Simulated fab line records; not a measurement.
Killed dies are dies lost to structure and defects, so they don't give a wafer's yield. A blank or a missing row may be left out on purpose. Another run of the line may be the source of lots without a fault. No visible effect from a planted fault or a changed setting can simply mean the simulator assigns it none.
Which tool was responsible? ; flow gf180mcu ; Sampling: 12 lots, 36 wafers, 5 of 602 route steps

WHAT EACH GAUGE READ, for each wafer
GF_V2_THK_MEAS_01. Usual: for V2_CVD_00_THK the level is 600 nm and the standard deviation is 5.8.
lot;measured;on;V2_CVD_00_THK (nm);flag
L128;day 19 15:15;film-metro-01;591 592 593;
L129;day 19 20:39;film-metro-04;599 596 604;
L131;day 21 06:08;film-metro-01;606 603 603;
L132;day 21 16:00;film-metro-02;592 591 597;
L133;day 22 06:37;film-metro-02;599 599 607;
L134;day 22 15:12;film-metro-01;599 595 596;
L137;day 23 14:58;film-metro-02;593 598 598;
L143;day 25 14:51;film-metro-02;592 601 596;
L146;day 26 07:19;film-metro-04;719 726 721;OFF
L147;day 26 15:22;film-metro-02;603 607 602;
L148;day 26 17:25;film-metro-02;720 719 724;OFF
L149;day 26 21:40;film-metro-01;597 608 595;

GF_V2_OVL_MEAS_15. Usual: for V2_OVL the level is -2 nm and the standard deviation is 5.2.
lot;measured;on;V2_OVL (nm);flag
L128;day 20 16:07;overlay-01;-5 -6 3;
L129;day 20 22:04;overlay-02;3 -3 -7;
L131;day 22 07:15;overlay-01;-4 -9 4;
L132;day 22 17:04;overlay-02;-8 -4 -3;
L133;day 23 06:59;overlay-02;5 -2 2;
L134;day 23 15:26;overlay-02;-12 -12 -10;
L137;day 24 14:26;overlay-02;4 -2 0;
L143;day 26 13:10;overlay-02;0 -3 -6;
L146;day 27 05:22;overlay-02;0 3 -1;
L147;day 27 12:59;overlay-01;-1 -3 -3;
L148;day 27 15:11;overlay-01;-8 -6 -10;
L149;day 27 19:29;overlay-02;9 -1 0;

WHICH TOOL RAN EACH LOT (tool, then ch and the chambers of the sampled wafers, then the start)
lot;GF_V1_CMP_26;GF_M2_SPUTTER_04;GF_V2_CVD_00
L128;cmp-01 ch 0,3, day 18 12:52;pvd-sputter-01, day 18 13:21;hdpcvd-02 ch 1,2, day 19 15:11
L129;cmp-02 ch 1,2,3, day 18 18:47;pvd-sputter-03, day 18 19:16;hdpcvd-01 ch 0,1,2, day 19 20:35
L131;cmp-02 ch 0,1,2, day 20 04:10;pvd-sputter-04, day 20 04:36;hdpcvd-01 ch 0,2, day 21 06:02
L132;cmp-01 ch 0,1,2, day 20 13:45;pvd-sputter-04, day 20 14:14;hdpcvd-02 ch 0,1,2, day 21 15:56
L133;cmp-01 ch 0,2,3, day 21 04:46;pvd-sputter-01, day 21 05:12;hdpcvd-01 ch 1,2, day 22 06:32
L134;cmp-02 ch 0,3, day 21 14:28;pvd-sputter-04, day 21 14:54;hdpcvd-02 ch 0,2, day 22 15:08
L137;cmp-01 ch 0,1,2, day 22 14:14;pvd-sputter-04, day 22 14:40;hdpcvd-01 ch 0,1,2, day 23 14:54
L143;cmp-01 ch 0,1,3, day 24 15:17;pvd-sputter-01, day 24 15:43;hdpcvd-01 ch 0,2, day 25 14:46
L146;cmp-01 ch 2,3, day 25 09:02;pvd-sputter-01, day 25 09:31;hdpcvd-01 ch 0,1,2, day 26 07:14
L147;cmp-01 ch 0,1,3, day 25 16:36;pvd-sputter-04, day 25 16:59;hdpcvd-02 ch 0,2, day 26 15:17
L148;cmp-01 ch 0,1,2, day 25 18:40;pvd-sputter-04, day 25 19:02;hdpcvd-01 ch 0,1,2, day 26 17:20
L149;cmp-02 ch 0,3, day 25 22:37;pvd-sputter-04, day 25 23:06;hdpcvd-02 ch 0,1,2, day 26 21:34
- GF_V1_CMP_26: polishes, stops on SiO2, t overpolish 15 s, target thk 0 nm.
- GF_M2_SPUTTER_04: material TiN, target thk 50 nm, time 41.7 s.
- GF_V2_CVD_00: deposits SiO2, target thk 600 nm, time 100 s.

WHAT THE TOOLS THEMSELVES READ (means of the sampled wafers that have a number; where no wafer has one, the mark that the record gives instead)
GF_V1_CMP_26. Usual: head-pressure-psi 3.500 psi, standard deviation 0.0071; motor-current-A 11.1 A, standard deviation 1.3; overpolish-run-s 15.000 s, standard deviation 0.0087; platen-rpm 60.00 rpm, standard deviation 0.044; slurry-filter-dp-kPa 13.51 kPa, standard deviation 0.13; time-to-endpoint-s 84 s, standard deviation 3.1.
lot;tool;head-pressure-psi (psi);motor-current-A (A);overpolish-run-s (s);platen-rpm (rpm);slurry-filter-dp-kPa (kPa);time-to-endpoint-s (s);flag
L128;cmp-01;3.499;10.7;15.000;59.99;13.46;86;
L129;cmp-02;3.492;11.1;14.990;60.02;13.53;84;
L131;cmp-02;3.494;11.4;15.000;59.99;13.35;88;
L132;cmp-01;3.498;11.7;14.998;60.02;13.44;84;
L133;cmp-01;3.495;11.5;15.006;60.01;13.48;86;
L134;cmp-02;3.494;10.5;15.007;60.04;13.50;85;
L137;cmp-01;3.499;11.4;15.004;59.99;13.53;80;
L143;cmp-01;3.494;10.4;14.999;60.01;13.47;86;
L146;cmp-01;3.493;12.0;14.996;60.00;13.54;84;
L147;cmp-01;3.500;10.3;15.005;60.02;13.59;85;
L148;cmp-01;3.498;11.5;15.004;59.96;13.63;83;
L149;cmp-02;3.506;10.9;15.006;60.02;13.56;86;

GF_M2_SPUTTER_04. Usual: chamber-pressure-pa 0.4000 Pa, standard deviation 0.00087; throttle-valve-pct 30.2 %, standard deviation 0.89.
lot;tool;chamber-pressure-pa (Pa);throttle-valve-pct (%);flag
L128;pvd-sputter-01;0.3996;30.6;
L129;pvd-sputter-03;0.4000;30.1;
L131;pvd-sputter-04;0.3990;30.5;
L132;pvd-sputter-04;0.3995;30.1;
L133;pvd-sputter-01;0.3997;30.1;
L134;pvd-sputter-04;0.3999;30.2;
L137;pvd-sputter-04;0.3999;29.8;
L143;pvd-sputter-01;0.4003;29.9;
L146;pvd-sputter-01;0.3990;30.0;
L147;pvd-sputter-04;0.3997;29.5;
L148;pvd-sputter-04;0.4004;30.1;
L149;pvd-sputter-04;0.4000;30.1;

GF_V2_CVD_00. Usual: sih4-flow-sccm 60.02 sccm, standard deviation 0.17.
lot;tool;sih4-flow-sccm (sccm);flag
L128;hdpcvd-02;59.95;
L129;hdpcvd-01;59.93;
L131;hdpcvd-01;59.98;
L132;hdpcvd-02;59.97;
L133;hdpcvd-01;60.19;
L134;hdpcvd-02;60.07;
L137;hdpcvd-01;60.09;
L143;hdpcvd-01;60.03;
L146;hdpcvd-01;72.11;OFF
L147;hdpcvd-02;60.04;
L148;hdpcvd-01;72.08;OFF
L149;hdpcvd-02;60.07;

THE ANSWER, worked out from the rows above alone
Rule: lot off if the mean of its wafers having a number is beyond 3 standard deviations from the usual mean. Also off: a lot with no number at a reading for which 4 or more lots have one. The other lots that the step has rows for count as sound. First the gauges in route order, then the tools' own readings, where a lot's mean is used as printed above. At the first step where some lot is off, the reading lying furthest off is the one used; lots without a number count as furthest.
Off: at GF_V2_THK_MEAS_01 (V2_CVD_00_THK), L146, L148.
A tool fits if, at a process step before that reading, it ran every lot that is off, and no sound lot after the first of them. Not tried: the gauges at GF_V2_THK_MEAS_01; whatever is off there is also off at GF_V2_CVD_00, on other tools, and gauge error can't account for it. One fits: hdpcvd-01 at GF_V2_CVD_00. A fault onset in the window from L143 (day 25 14:46, its last sound lot) to L146 (day 26 07:14, its first lot off) fits.
On the lots that are off, the tool's own readings at GF_V2_CVD_00 differ by more than 5 times the standard deviation of the sound lots' means, which bears it out; sih4-flow-sccm reads 72.09 sccm there versus 60.03 sccm on the sound lots.

WHAT THE SIMULATOR PUT IN
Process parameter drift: hdpcvd-01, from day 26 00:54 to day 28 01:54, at GF_V2_CVD_00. Setting sih4-flow-sccm shifted by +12 from 60. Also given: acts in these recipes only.
Lots struck among those shown: L146, L148. The rule above reached the same finding.
